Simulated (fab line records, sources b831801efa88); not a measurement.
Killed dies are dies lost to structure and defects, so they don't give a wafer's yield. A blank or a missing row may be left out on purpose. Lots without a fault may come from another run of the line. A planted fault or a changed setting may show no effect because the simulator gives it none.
One fault seen from 2 desks | flow gf180mcu | each desk has only its own numbers; what lay behind them comes last

THE TOOL OWNER'S DESK: litho_track-03
The tool's own readings at GF_TOP_METAL_COAT_09 (resist thk 1500 nm): means of the sampled wafers that have a number, for each lot that ran on this tool. A lot is out of limits, marked OUT, if its mean lies more than 4 standard deviations from the usual mean; the brackets give that distance.
Columns: A = dispense_pressure_kPa at GF_TOP_METAL_COAT_09, usual 52.2 kPa; B = spin_speed_rpm at GF_TOP_METAL_COAT_09, usual 2999.7 rpm
lot  | first seen here | A    | B
L785 | day 28 16:26    | 50.8 | 3001.3
L802 | day 33 00:20    | 50.9 | 3036.8 (+15) OUT
L803 | day 33 04:44    | 50.9 | 3037.7 (+15) OUT
This desk's finding: out of limits on L802, L803; first on L802, day 33 00:20 (spin_speed_rpm at GF_TOP_METAL_COAT_09). In limits: L785.

THE METROLOGY DESK
What the gauges read, lot by lot, whatever tool the lot ran on: means of the sampled wafers that have a number. A lot is out of limits, marked OUT, if its mean lies more than 4 standard deviations from the usual mean; the brackets give that distance.
Columns: A = V5_W_RS at GF_V5_RS_MEAS_24, usual 0.327 ohm/sq; B = V5_W_THK at GF_V5_THK_MEAS_25, usual 341 nm; C = TOP_METAL_ALCU_RS at GF_TOP_METAL_RS_MEAS_05, usual 0.0327 ohm/sq; D = TOP_METAL_ALCU_THK at GF_TOP_METAL_THK_MEAS_06, usual 899 nm; E = cd_nm at GF_TOP_METAL_CD_MEAS_14, usual 439.4 nm
lot  | first seen here | A     | B   | C      | D   | E
L785 | day 28 06:16    | 0.326 | 348 | 0.0333 | 880 | 440.6
L788 | day 28 18:43    | 0.328 | 346 | 0.0323 | 910 | 438.6
L802 | day 32 16:10    | 0.327 | 341 | 0.0326 | 907 | 441.6
L803 | day 32 20:05    | 0.327 | 331 | 0.0329 | 894 | 439.7
L805 | day 33 14:08    | 0.332 | 337 | 0.0330 | 890 | 437.3
L806 | day 33 16:09    | 0.324 | 337 | 0.0324 | 903 | 439.0
This desk's finding: nothing out of limits on any of the 6 lots.

PUT TOGETHER
The tool owner's desk could have raised an alarm at day 33 00:20, on L802, L803.
The metrology desk saw nothing out of limits.
The metrology desk has L802, L803 on record, within its limits.
Of the lots named, all ran GF_TOP_METAL_COAT_09 on litho_track-03.

WHAT THE SIMULATOR HAD PUT IN
Process parameter drift: litho_track-03, from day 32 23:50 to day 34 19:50, at GF_TOP_METAL_COAT_09. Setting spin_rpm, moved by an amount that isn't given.
Lots struck among those shown: L802, L803.
Hours from the fault's start to each desk's first reading out of limits: the tool owner's desk, 0.
